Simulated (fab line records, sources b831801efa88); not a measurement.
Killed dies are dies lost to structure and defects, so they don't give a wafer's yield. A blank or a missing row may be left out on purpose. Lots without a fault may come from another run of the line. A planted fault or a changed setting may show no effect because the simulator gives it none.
Which tool did it? | flow gf180mcu | 6 lots, 18 wafers sampled, at 2 steps of a route of 602

WHAT THE GAUGES READ, wafer by wafer
GF_VT_IMPLANT_OVL_MEAS_18.
lot  | measured     | on         | VT_IMPLANT_01_OVL (nm)
L200 | day 7 02:11  | overlay-02 | -1.2 -0.5 -2.0
L203 | day 7 21:40  | overlay-01 | 0.7 0.3 -1.5
L205 | day 8 08:35  | overlay-02 | 1.6 2.2 1.9
L208 | day 9 06:05  | overlay-02 | - - -
L210 | day 9 17:17  | overlay-01 | 0.7 2.5 1.0
L219 | day 12 08:55 | overlay-01 | 2.2 0.7 -0.6

WHICH TOOL RAN EACH LOT (tool, then ch and the chambers of the sampled wafers, then the start)
lot  | GF_VT_IMPLANT_DEVELOP_17
L200 | litho_track-02 ch 0, day 7 02:04
L203 | litho_track-02 ch 0, day 7 21:31
L205 | litho_track-03 ch 0, day 8 08:26
L208 | litho_track-04 ch 0, day 9 05:56
L210 | litho_track-03 ch 0, day 9 17:08
L219 | litho_track-02 ch 0, day 12 08:46
- GF_VT_IMPLANT_DEVELOP_17: develop time 60 s.

THE ANSWER, worked out from the rows above alone
Rule: what is usual is taken from the lots themselves. Put in order of their means at a reading, lots are off if they are a third of the lots or fewer, leave a main group of 4 or more, and stand apart from it by a gap of 3 or more times the standard deviation of the main group's means; of several such gaps the widest counts. A main group whose means are all the same, to the digits that the tables above print for the reading, isn't used. A lot without any number at a reading at which 4 lots or more have one is off too. The other lots that the step has rows for count as sound.
Off: L208, at GF_VT_IMPLANT_OVL_MEAS_18 (VT_IMPLANT_01_OVL). Without a number there: L208. The main group: mean 0.5 nm, standard deviation 1.1.
A tool fits if, at a process step before that reading, it ran every lot that is off, and no sound lot after the first of them. The gauges at GF_VT_IMPLANT_OVL_MEAS_18 are tried like those tools. Can't be told from this: 2 tools fit, litho_track-04 at GF_VT_IMPLANT_DEVELOP_17, overlay-02 at GF_VT_IMPLANT_OVL_MEAS_18.

WHAT THE SIMULATOR HAD PUT IN
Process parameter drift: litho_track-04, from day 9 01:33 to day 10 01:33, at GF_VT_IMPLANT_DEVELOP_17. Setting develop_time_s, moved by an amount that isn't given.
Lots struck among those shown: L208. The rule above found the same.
